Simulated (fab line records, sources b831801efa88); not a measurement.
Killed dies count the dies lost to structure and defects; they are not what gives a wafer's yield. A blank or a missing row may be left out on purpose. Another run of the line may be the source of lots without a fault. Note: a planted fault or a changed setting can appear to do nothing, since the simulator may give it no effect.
Chamber matching / flow sfq-line / 4 sister chambers for SFQ_TRILAYER_I6_CMP_CMP_166 on cmp-01
The step polishes SiO2. 18 wafers are shown with their chamber, then 9 later ones without.

## WAFERS, EACH WITH ITS CHAMBER
wafer=L106.1; chamber=0; motor-current-A (A)=9.7; time-to-endpoint-s (s)=206; slurry-flow-ml-min=150.4
wafer=L106.5; chamber=3; motor-current-A (A)=10.3; time-to-endpoint-s (s)=208; slurry-flow-ml-min=150.5
wafer=L106.6; chamber=0; motor-current-A (A)=9.9; time-to-endpoint-s (s)=207; slurry-flow-ml-min=150.1
wafer=L107.2; chamber=0; motor-current-A (A)=10.6; time-to-endpoint-s (s)=211; slurry-flow-ml-min=149.9
wafer=L107.3; chamber=1; motor-current-A (A)=9.2; time-to-endpoint-s (s)=206; slurry-flow-ml-min=150.2
wafer=L107.4; chamber=3; motor-current-A (A)=10.0; time-to-endpoint-s (s)=220; slurry-flow-ml-min=150.0
wafer=L108.1; chamber=1; motor-current-A (A)=9.9; time-to-endpoint-s (s)=202; slurry-flow-ml-min=150.3
wafer=L108.2; chamber=2; motor-current-A (A)=10.3; time-to-endpoint-s (s)=206; slurry-flow-ml-min=149.8
wafer=L108.5; chamber=0; motor-current-A (A)=10.1; time-to-endpoint-s (s)=213; slurry-flow-ml-min=150.9
wafer=L111.3; chamber=1; motor-current-A (A)=10.1; time-to-endpoint-s (s)=207; slurry-flow-ml-min=150.3
wafer=L111.4; chamber=0; motor-current-A (A)=9.6; time-to-endpoint-s (s)=212; slurry-flow-ml-min=150.4
wafer=L111.6; chamber=3; motor-current-A (A)=10.1; time-to-endpoint-s (s)=215; slurry-flow-ml-min=150.0
wafer=L112.1; chamber=0; motor-current-A (A)=9.3; time-to-endpoint-s (s)=216; slurry-flow-ml-min=150.0
wafer=L112.5; chamber=3; motor-current-A (A)=9.4; time-to-endpoint-s (s)=220; slurry-flow-ml-min=151.1
wafer=L112.6; chamber=2; motor-current-A (A)=10.7; time-to-endpoint-s (s)=231; slurry-flow-ml-min=150.1
wafer=L117.1; chamber=2; motor-current-A (A)=10.9; time-to-endpoint-s (s)=207; slurry-flow-ml-min=150.3
wafer=L117.4; chamber=3; motor-current-A (A)=10.0; time-to-endpoint-s (s)=226; slurry-flow-ml-min=150.2
wafer=L117.6; chamber=0; motor-current-A (A)=10.1; time-to-endpoint-s (s)=222; slurry-flow-ml-min=148.6

SIGNATURES, as means of the wafers listed above
reading=motor-current-A; chamber 0=9.900; chamber 1=9.733; chamber 2=10.633; chamber 3=9.960; scatter within a chamber=0.391
reading=time-to-endpoint-s; chamber 0=212.43; chamber 1=205.00; chamber 2=214.67; chamber 3=217.80; scatter within a chamber=7.43
reading=slurry-flow-ml-min; chamber 0=150.043; chamber 1=150.267; chamber 2=150.067; chamber 3=150.360; scatter within a chamber=0.54
Rule: a wafer's distance from a chamber is the root of the sum, over the readings, of the square of ((its reading less the chamber's mean) divided by the reading's scatter). The wafer belongs to the nearest chamber; if the next one is less than 2 further off, it can't be placed. The scatter: the root of (the sum of the squares of (reading less its chamber's mean) over the shown wafers, divided by (wafers less chambers)).

## WAFERS WHOSE CHAMBER IS MISSING
wafer=L119.4; motor-current-A (A)=10.6; time-to-endpoint-s (s)=195; slurry-flow-ml-min=149.3
wafer=L119.5; motor-current-A (A)=9.9; time-to-endpoint-s (s)=203; slurry-flow-ml-min=149.4
wafer=L119.6; motor-current-A (A)=10.1; time-to-endpoint-s (s)=200; slurry-flow-ml-min=149.3
wafer=L122.1; motor-current-A (A)=10.2; time-to-endpoint-s (s)=203; slurry-flow-ml-min=149.8
wafer=L122.2; motor-current-A (A)=9.5; time-to-endpoint-s (s)=203; slurry-flow-ml-min=150.1
wafer=L122.6; motor-current-A (A)=9.7; time-to-endpoint-s (s)=209; slurry-flow-ml-min=150.2
wafer=L128.2; motor-current-A (A)=9.4; time-to-endpoint-s (s)=214; slurry-flow-ml-min=150.5
wafer=L128.5; motor-current-A (A)=10.5; time-to-endpoint-s (s)=227; slurry-flow-ml-min=150.3
wafer=L128.6; motor-current-A (A)=10.4; time-to-endpoint-s (s)=220; slurry-flow-ml-min=150.4

## WHICH CHAMBER EACH ONE RAN IN
wafer=L119.4; from the rows above=can't be placed: 2 or 1 or 0 or 3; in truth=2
wafer=L119.5; from the rows above=can't be placed: 1 or 0 or 3 or 2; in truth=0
wafer=L119.6; from the rows above=can't be placed: 1 or 0 or 2 or 3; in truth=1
wafer=L122.1; from the rows above=can't be placed: 1 or 0 or 2 or 3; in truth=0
wafer=L122.2; from the rows above=can't be placed: 1 or 0 or 3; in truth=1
wafer=L122.6; from the rows above=can't be placed: 1 or 0 or 3 or 2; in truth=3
wafer=L128.2; from the rows above=can't be placed: 3 or 1 or 0 or 2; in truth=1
wafer=L128.5; from the rows above=can't be placed: 2 or 3 or 0 or 1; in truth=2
wafer=L128.6; from the rows above=can't be placed: 2 or 3 or 0 or 1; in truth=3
Placed correctly: 0 of 9. Unplaceable from these rows: 9, with the true chamber sitting among the candidates in 9. Number placed wrongly: 0.
